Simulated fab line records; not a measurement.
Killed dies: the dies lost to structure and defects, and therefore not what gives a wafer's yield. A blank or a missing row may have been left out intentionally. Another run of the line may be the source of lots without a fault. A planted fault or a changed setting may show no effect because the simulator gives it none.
Which tool did it? || flow sky130 || Sampling: 11 lots, 33 wafers, 5 of 708 route steps

## WHAT THE GAUGES READ, wafer by wafer
SKY_NWELL_TW_MEAS_26.
{"lot": "L181", "measured": "day 6 03:34", "on": "film metro-03", "NWELL_2_TW": "498.6 497.6 497.3"}
{"lot": "L182", "measured": "day 6 09:55", "on": "film metro-03", "NWELL_2_TW": "492.0 495.4 495.6"}
{"lot": "L183", "measured": "day 6 14:38", "on": "film metro-01", "NWELL_2_TW": "495.8 497.7 498.9"}
{"lot": "L185", "measured": "day 7 02:55", "on": "film metro-03", "NWELL_2_TW": "494.6 493.7 497.0"}
{"lot": "L188", "measured": "day 7 20:43", "on": "film metro-03", "NWELL_2_TW": "545.4 545.1 544.7"}
{"lot": "L192", "measured": "day 8 19:14", "on": "film metro-01", "NWELL_2_TW": "550.6 552.1 547.4"}
{"lot": "L194", "measured": "day 9 06:32", "on": "film metro-02", "NWELL_2_TW": "491.6 496.9 494.6"}
{"lot": "L195", "measured": "day 9 14:32", "on": "film metro-03", "NWELL_2_TW": "491.5 495.1 495.8"}
{"lot": "L196", "measured": "day 9 21:41", "on": "film metro-01", "NWELL_2_TW": "494.2 495.4 494.6"}
{"lot": "L197", "measured": "day 10 05:49", "on": "film metro-03", "NWELL_2_TW": "496.4 497.2 495.2"}
{"lot": "L198", "measured": "day 10 09:34", "on": "film metro-03", "NWELL_2_TW": "495.1 494.6 495.0"}

SKY_POLY_GATE_CD_MEAS_13: target cd 150 nm.
{"lot": "L181", "measured": "day 17 15:59", "on": "cd sem-02", "cd nm (nm)": "148.9 148.1 149.4"}
{"lot": "L182", "measured": "day 18 01:35", "on": "cd sem-02", "cd nm (nm)": "152.1 151.7 151.9"}
{"lot": "L183", "measured": "day 18 04:39", "on": "cd sem-01", "cd nm (nm)": "149.1 148.7 150.1"}
{"lot": "L185", "measured": "day 19 04:49", "on": "cd sem-01", "cd nm (nm)": "152.7 151.6 151.5"}
{"lot": "L188", "measured": "day 20 06:17", "on": "cd sem-01", "cd nm (nm)": "149.6 151.6 150.3"}
{"lot": "L192", "measured": "day 21 10:49", "on": "cd sem-02", "cd nm (nm)": "149.2 148.6 147.2"}
{"lot": "L194", "measured": "day 22 02:09", "on": "cd sem-02", "cd nm (nm)": "148.4 149.3 147.4"}
{"lot": "L195", "measured": "day 22 16:58", "on": "cd sem-01", "cd nm (nm)": "149.1 150.1 151.3"}
{"lot": "L196", "measured": "day 23 00:17", "on": "cd sem-01", "cd nm (nm)": "149.8 148.9 147.7"}
{"lot": "L197", "measured": "day 23 11:15", "on": "cd sem-02", "cd nm (nm)": "149.0 149.9 149.2"}
{"lot": "L198", "measured": "day 23 18:54", "on": "cd sem-02", "cd nm (nm)": "150.1 150.6 148.9"}

## EACH LOT AND THE TOOL THAT RAN IT (in order: tool; ch and the chambers of the sampled wafers; start)
{"lot": "L181", "SKY_PWDE_COAT_02": "litho track-01 ch 0, day 4 06:14", "SKY_PWDE_STRIP_09": "plasma asher-01 ch 0,1, day 4 15:57", "SKY_VT_ADJUST_NCORE_STRIP_10": "plasma asher-01 ch 0,1, day 9 13:35"}
{"lot": "L182", "SKY_PWDE_COAT_02": "litho track-02 ch 0, day 4 11:59", "SKY_PWDE_STRIP_09": "plasma asher-02 ch 0,1, day 4 20:52", "SKY_VT_ADJUST_NCORE_STRIP_10": "plasma asher-01 ch 0,1, day 9 20:32"}
{"lot": "L183", "SKY_PWDE_COAT_02": "litho track-02 ch 0, day 4 16:25", "SKY_PWDE_STRIP_09": "plasma asher-01 ch 1, day 5 01:13", "SKY_VT_ADJUST_NCORE_STRIP_10": "plasma asher-02 ch 0,1, day 10 02:22"}
{"lot": "L185", "SKY_PWDE_COAT_02": "litho track-01 ch 0, day 5 03:25", "SKY_PWDE_STRIP_09": "plasma asher-02 ch 0,1, day 5 12:16", "SKY_VT_ADJUST_NCORE_STRIP_10": "plasma asher-03 ch 0,1, day 10 17:25"}
{"lot": "L188", "SKY_PWDE_COAT_02": "litho track-01 ch 0, day 5 20:11", "SKY_PWDE_STRIP_09": "plasma asher-01 ch 0,1, day 6 05:43", "SKY_VT_ADJUST_NCORE_STRIP_10": "plasma asher-01 ch 0,1, day 11 14:02"}
{"lot": "L192", "SKY_PWDE_COAT_02": "litho track-01 ch 0, day 6 16:13", "SKY_PWDE_STRIP_09": "plasma asher-01 ch 0,1, day 7 02:30", "SKY_VT_ADJUST_NCORE_STRIP_10": "plasma asher-01 ch 0,1, day 12 15:37"}
{"lot": "L194", "SKY_PWDE_COAT_02": "litho track-02 ch 0, day 7 02:43", "SKY_PWDE_STRIP_09": "plasma asher-01 ch 0,1, day 7 12:49", "SKY_VT_ADJUST_NCORE_STRIP_10": "plasma asher-03 ch 0,1, day 13 05:05"}
{"lot": "L195", "SKY_PWDE_COAT_02": "litho track-04 ch 0, day 7 09:20", "SKY_PWDE_STRIP_09": "plasma asher-01 ch 0,1, day 7 19:54", "SKY_VT_ADJUST_NCORE_STRIP_10": "plasma asher-02 ch 0,1, day 13 13:22"}
{"lot": "L196", "SKY_PWDE_COAT_02": "litho track-04 ch 0, day 7 15:48", "SKY_PWDE_STRIP_09": "plasma asher-03 ch 0,1, day 8 02:34", "SKY_VT_ADJUST_NCORE_STRIP_10": "plasma asher-03 ch 0, day 13 22:08"}
{"lot": "L197", "SKY_PWDE_COAT_02": "litho track-04 ch 0, day 7 22:45", "SKY_PWDE_STRIP_09": "plasma asher-01 ch 0,1, day 8 09:15", "SKY_VT_ADJUST_NCORE_STRIP_10": "plasma asher-01 ch 0,1, day 14 06:41"}
{"lot": "L198", "SKY_PWDE_COAT_02": "litho track-04 ch 0, day 8 02:41", "SKY_PWDE_STRIP_09": "plasma asher-01 ch 0,1, day 8 13:19", "SKY_VT_ADJUST_NCORE_STRIP_10": "plasma asher-02 ch 0,1, day 14 12:50"}
- SKY_PWDE_COAT_02: resist thk 3000 nm.
- SKY_PWDE_STRIP_09: strips in O2/N2.
- SKY_VT_ADJUST_NCORE_STRIP_10: strips in O2/N2.

## AS READ BY THE TOOLS THEMSELVES (means over the sampled wafers that have a number; for cases with no such wafer, the mark the record gives instead)
SKY_PWDE_STRIP_09.
{"lot": "L181", "tool": "plasma asher-01", "drypump motor current A (A)": 5.4, "oes product au (a.u.)": 0.724, "strip time to endpoint s (s)": 36.93}
{"lot": "L182", "tool": "plasma asher-02", "drypump motor current A (A)": 6.0, "oes product au (a.u.)": 0.724, "strip time to endpoint s (s)": 36.99}
{"lot": "L183", "tool": "plasma asher-01", "drypump motor current A (A)": 5.6, "oes product au (a.u.)": 0.724, "strip time to endpoint s (s)": 36.98}
{"lot": "L185", "tool": "plasma asher-02", "drypump motor current A (A)": 6.2, "oes product au (a.u.)": 0.723, "strip time to endpoint s (s)": 36.86}
{"lot": "L188", "tool": "plasma asher-01", "drypump motor current A (A)": 5.3, "oes product au (a.u.)": 0.417, "strip time to endpoint s (s)": 4.37}
{"lot": "L192", "tool": "plasma asher-01", "drypump motor current A (A)": 5.2, "oes product au (a.u.)": 0.416, "strip time to endpoint s (s)": 4.35}
{"lot": "L194", "tool": "plasma asher-01", "drypump motor current A (A)": 5.2, "oes product au (a.u.)": 0.721, "strip time to endpoint s (s)": 37.02}
{"lot": "L195", "tool": "plasma asher-01", "drypump motor current A (A)": 5.5, "oes product au (a.u.)": 0.728, "strip time to endpoint s (s)": 36.92}
{"lot": "L196", "tool": "plasma asher-03", "drypump motor current A (A)": 5.9, "oes product au (a.u.)": 0.718, "strip time to endpoint s (s)": 36.91}
{"lot": "L197", "tool": "plasma asher-01", "drypump motor current A (A)": 5.4, "oes product au (a.u.)": 0.722, "strip time to endpoint s (s)": 36.81}
{"lot": "L198", "tool": "plasma asher-01", "drypump motor current A (A)": 5.3, "oes product au (a.u.)": 0.726, "strip time to endpoint s (s)": 36.90}

SKY_VT_ADJUST_NCORE_STRIP_10.
{"lot": "L181", "tool": "plasma asher-01", "drypump motor current A (A)": 5.5, "oes product au (a.u.)": 0.711, "strip time to endpoint s (s)": 14.16}
{"lot": "L182", "tool": "plasma asher-01", "drypump motor current A (A)": 5.3, "oes product au (a.u.)": 0.715, "strip time to endpoint s (s)": 14.13}
{"lot": "L183", "tool": "plasma asher-02", "drypump motor current A (A)": 6.2, "oes product au (a.u.)": 0.714, "strip time to endpoint s (s)": 14.24}
{"lot": "L185", "tool": "plasma asher-03", "drypump motor current A (A)": 5.7, "oes product au (a.u.)": 0.718, "strip time to endpoint s (s)": 14.17}
{"lot": "L188", "tool": "plasma asher-01", "drypump motor current A (A)": 5.2, "oes product au (a.u.)": 0.715, "strip time to endpoint s (s)": 14.17}
{"lot": "L192", "tool": "plasma asher-01", "drypump motor current A (A)": 5.4, "oes product au (a.u.)": 0.713, "strip time to endpoint s (s)": 14.19}
{"lot": "L194", "tool": "plasma asher-03", "drypump motor current A (A)": 5.7, "oes product au (a.u.)": 0.717, "strip time to endpoint s (s)": 14.27}
{"lot": "L195", "tool": "plasma asher-02", "drypump motor current A (A)": 6.2, "oes product au (a.u.)": 0.716, "strip time to endpoint s (s)": 14.16}
{"lot": "L196", "tool": "plasma asher-03", "drypump motor current A (A)": 6.3, "oes product au (a.u.)": 0.714, "strip time to endpoint s (s)": 14.25}
{"lot": "L197", "tool": "plasma asher-01", "drypump motor current A (A)": 5.2, "oes product au (a.u.)": 0.718, "strip time to endpoint s (s)": 14.18}
{"lot": "L198", "tool": "plasma asher-02", "drypump motor current A (A)": 6.2, "oes product au (a.u.)": 0.715, "strip time to endpoint s (s)": 14.19}

## THE ANSWER, worked out from the rows above alone
Rule: the usual values come from the lots themselves. Put in order of their means at a reading, lots are off if they are a third of the lots or fewer, leave a main group of 4 or more, and stand apart from it by a gap of 3 or more times the standard deviation of the main group's means; of several such gaps the widest counts. If all means in a main group match to the digits the tables above print for the reading, that group is not used. A lot without any number at a reading at which 4 lots or more have one is off too. Any other lot the step has rows for is counted as sound. The gauges are gone through in route order, then the tools' own readings, and for those a lot's mean is taken as printed above. At the first step where some lot is off, the reading lying furthest off is the one used; lots without a number count as furthest.
Off: at SKY_NWELL_TW_MEAS_26 (NWELL_2_TW), L188, L192. Mean 495.5 and standard deviation 1.3 in the main group.
A tool fits if, at a process step before that reading, it ran every lot that is off, and no sound lot after the first of them. The gauges at SKY_NWELL_TW_MEAS_26 aren't tried: what is off there is off at SKY_PWDE_STRIP_09 too, on other tools, and a gauge's error can't cause that. One candidate fits, namely litho track-01 at SKY_PWDE_COAT_02. Its last sound lot is L185 (day 5 03:25), its first lot that is off L188 (day 5 20:11): a fault that began between those two fits.

## WHAT WAS PUT IN BY THE SIMULATOR
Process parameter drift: litho track-01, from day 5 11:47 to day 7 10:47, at SKY_PWDE_COAT_02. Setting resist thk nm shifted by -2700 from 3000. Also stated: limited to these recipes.
Shown lots that were struck: L188, L192. Same finding as the rule above.
